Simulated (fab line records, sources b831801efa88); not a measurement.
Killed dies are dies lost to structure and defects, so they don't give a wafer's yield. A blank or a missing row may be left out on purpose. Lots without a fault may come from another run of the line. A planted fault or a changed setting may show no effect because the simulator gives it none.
Problem report in the 8D (eight disciplines) form, filled by code | flow gf180mcu | the parts of the form that need people (team, actions taken, sign-off) are left out

1. THE PROBLEM
M4_ALCU_RS at GF_M4_RS_MEAS_05 reads a mean of 0.0478 ohm/sq on 3 wafers of 2 lots; wafers without a fault read 0.0696 ohm/sq with a standard deviation of 0.00061. That is -36 standard deviations from the usual mean.
The step: measures by four-point-probe.
First seen on wafer L281.4, day 25 02:06, on film_metro-02. The record holds 35 wafers of 12 lots with a number at this step. Rule for "out", or "out of limits": more than 4 standard deviations from the usual mean. The other wafers with a number count as sound.

2. WHAT IT IS AND WHAT IT IS NOT
question                    | is                           | is not
which readings at this step | M4_ALCU_RS                   | -
which lots                  | L281, L283                   | L276, L277, L288, L290, L291, L292, L293, L294, L295, L296
which wafers of those lots  | L281.4, L283.1, L283.4       | L281.3, L283.6
read on which gauges        | film_metro-02, film_metro-03 | film_metro-04
when                        | from day 25 02:06            | up to then (7 sound wafers); but 25 sound wafers of L283, L288, L290, L291, L292, L293, L294, L295, L296 came after

3. SUSPECTS, AND WHAT RULES EACH OUT
Counting: a tool at a process step up to the reading stays a suspect if it ran every lot that is out. Sound lots after the first of them don't rule it out here, since some wafers of a struck lot are sound.
- the gauge at GF_M4_RS_MEAS_05: ruled out. The wafers that are out were read on 2 gauges (film_metro-02, film_metro-03).
- pvd_sputter-03 at GF_M4_SPUTTER_02 (material AlCu, target thk 450 nm, time 23.9 s): kept. It ran every lot that is out, first L281 (day 25 01:58).
Left after counting: pvd_sputter-03 at GF_M4_SPUTTER_02.

4. THE CAUSE (what the simulator had put in)
Process parameter drift: pvd_sputter-03, from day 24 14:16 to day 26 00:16, at GF_M4_SPUTTER_02. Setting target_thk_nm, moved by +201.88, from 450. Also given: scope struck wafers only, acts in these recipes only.
Counting left only this tool.

5. THE CHAIN OF EFFECTS, in route order
Each row: a reading whose mean over the struck wafers that have a number lies more than 3 standard deviations from the usual. Only readings for which the record gives a usual standard deviation are gone through. hours: the time from each lot's start at the first step in this table that gives one to its start at this step, as a median over the lots. sigmas: the change in usual standard deviations.
hours | step                | reading            | usual         | on struck wafers | change  | sigmas
0     | GF_M4_RS_MEAS_05    | M4_ALCU_RS         | 0.0696 ohm/sq | 0.0478           | -0.0218 | -36
0     | GF_M4_THK_MEAS_06   | M4_ALCU_THK        | 454 nm        | 662              | +208    | +36
21    | GF_M4_METAL_ETCH_16 | oes_product_au     | 0.973 a.u.    | 1.018            | +0.045  | +7.6
21    | GF_M4_METAL_ETCH_16 | throttle_valve_pct | 28.250 %      | 28.199           | -0.051  | -5.1
The process steps in it:
- GF_M4_METAL_ETCH_16: etches the open film in Cl2/BCl3, stops on SiO2, target depth 627.5 nm, time 104.6 s.

6. WHAT WOULD HAVE CAUGHT IT SOONER
In this record the first reading out of limits at a measuring or inspecting step was taken at day 25 02:06, 12 hours after the fault began at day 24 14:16.
Of the tool readings at GF_M4_SPUTTER_02 for which the record gives a usual standard deviation, none was out on any struck wafer, so an alarm limit of 4 standard deviations on them would not have fired.
Of the lots that are out (2), L283 began GF_M4_SPUTTER_02 on pvd_sputter-03 after day 25 02:06. A hold on the tool at that time would have spared it.
